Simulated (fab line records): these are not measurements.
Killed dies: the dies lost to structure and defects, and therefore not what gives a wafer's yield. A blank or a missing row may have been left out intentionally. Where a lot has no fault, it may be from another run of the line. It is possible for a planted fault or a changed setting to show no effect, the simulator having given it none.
What tool caused it? ; flow gf180mcu ; 42 wafers from 14 lots sampled at 2 of the route's 602 steps

== WHAT THE GAUGES SHOWED, per wafer ==
GF_HV_LDD_TW_MEAS_50. Usual: HV_LDD_4_TW 570, standard deviation 3.
lot;measured;on;HV_LDD_4_TW;flag
L207;day 12 19:30;filmMetro-04;567 565 567;
L208;day 13 02:40;filmMetro-03;573 571 569;
L212;day 14 06:25;filmMetro-04;569 567 566;
L213;day 14 14:11;filmMetro-01;503 503 505;OFF
L214;day 14 23:21;filmMetro-03;502 504 503;OFF
L221;day 17 08:24;filmMetro-04;571 570 569;
L222;day 17 19:14;filmMetro-01;575 575 579;
L224;day 18 07:19;filmMetro-04;569 568 569;
L225;day 18 18:33;filmMetro-04;568 568 571;
L226;day 18 22:44;filmMetro-04;568 564 568;
L227;day 19 07:13;filmMetro-04;568 571 569;
L228;day 19 17:38;filmMetro-03;570 570 571;
L229;day 20 08:05;filmMetro-01;571 565 570;
L223;day 21 05:23;filmMetro-01;573 572 572;

== WHAT TOOL EACH LOT RAN ON (gives the tool, then ch and the chambers of the sampled wafers, and finally the start) ==
lot;GF_HV_LDD_IMPLANT_48
L207;implanter-03 ch 0, day 12 19:17
L208;implanter-04 ch 0, day 13 02:25
L212;implanter-04 ch 0, day 14 06:10
L213;implanter-04 ch 0, day 14 13:58
L214;implanter-04 ch 0, day 14 23:07
L221;implanter-04 ch 0, day 17 08:10
L222;implanter-04 ch 0, day 17 18:59
L224;implanter-04 ch 0, day 18 07:05
L225;implanter-04 ch 0, day 18 18:19
L226;implanter-04 ch 0, day 18 22:29
L227;implanter-04 ch 0, day 19 06:58
L228;implanter-01 ch 0, day 19 17:23
L229;implanter-03 ch 0, day 20 07:50
L223;implanter-03 ch 0, day 21 05:08
- GF_HV_LDD_IMPLANT_48

== AS READ BY THE TOOLS THEMSELVES (means over the sampled wafers that have a number; for cases with no such wafer, the mark the record gives instead) ==
GF_HV_LDD_IMPLANT_48. Usual: doseIonsCm2 3e+13, standard deviation 3.4e+10; faradayCurrentUA 170, standard deviation 3.5; tiltDeg 6.996 degrees, standard deviation 0.018.
lot;tool;doseIonsCm2;faradayCurrentUA;tiltDeg (degrees);flag
L207;implanter-03;3e+13;169;6.999;
L208;implanter-04;3e+13;164;6.991;
L212;implanter-04;3e+13;168;6.986;
L213;implanter-04;2e+13;114;6.979;OFF
L214;implanter-04;2e+13;114;6.972;OFF
L221;implanter-04;3e+13;168;6.986;
L222;implanter-04;3e+13;171;6.991;
L224;implanter-04;3e+13;169;7.025;
L225;implanter-04;3e+13;164;7.000;
L226;implanter-04;3e+13;170;6.996;
L227;implanter-04;3e+13;169;6.987;
L228;implanter-01;3e+13;169;6.963;
L229;implanter-03;3e+13;169;7.005;
L223;implanter-03;3e+13;170;7.002;

== THE ANSWER, worked out from the rows above alone ==
Rule: a lot counts as off when the mean over its wafers that have a number is more than 3 standard deviations away from the usual mean. A lot without any number at a reading at which 4 lots or more have one is off too. All remaining lots with rows at the step are treated as sound. The gauges are gone through in route order, then the tools' own readings, and for those a lot's mean is taken as printed above. At the first step where some lot is off, the reading lying furthest off is the one used; lots without a number count as furthest.
Off: L213, L214, seen at GF_HV_LDD_TW_MEAS_50 (HV_LDD_4_TW).
If a tool, at a process step before that reading, ran all the lots that are off and no sound lot after the first of them, it fits. Not tried: the gauges at GF_HV_LDD_TW_MEAS_50; whatever is off there is also off at GF_HV_LDD_IMPLANT_48, on other tools, and gauge error can't account for it. None of those tried fits.

== WHAT THE SIMULATOR HAD PUT IN ==
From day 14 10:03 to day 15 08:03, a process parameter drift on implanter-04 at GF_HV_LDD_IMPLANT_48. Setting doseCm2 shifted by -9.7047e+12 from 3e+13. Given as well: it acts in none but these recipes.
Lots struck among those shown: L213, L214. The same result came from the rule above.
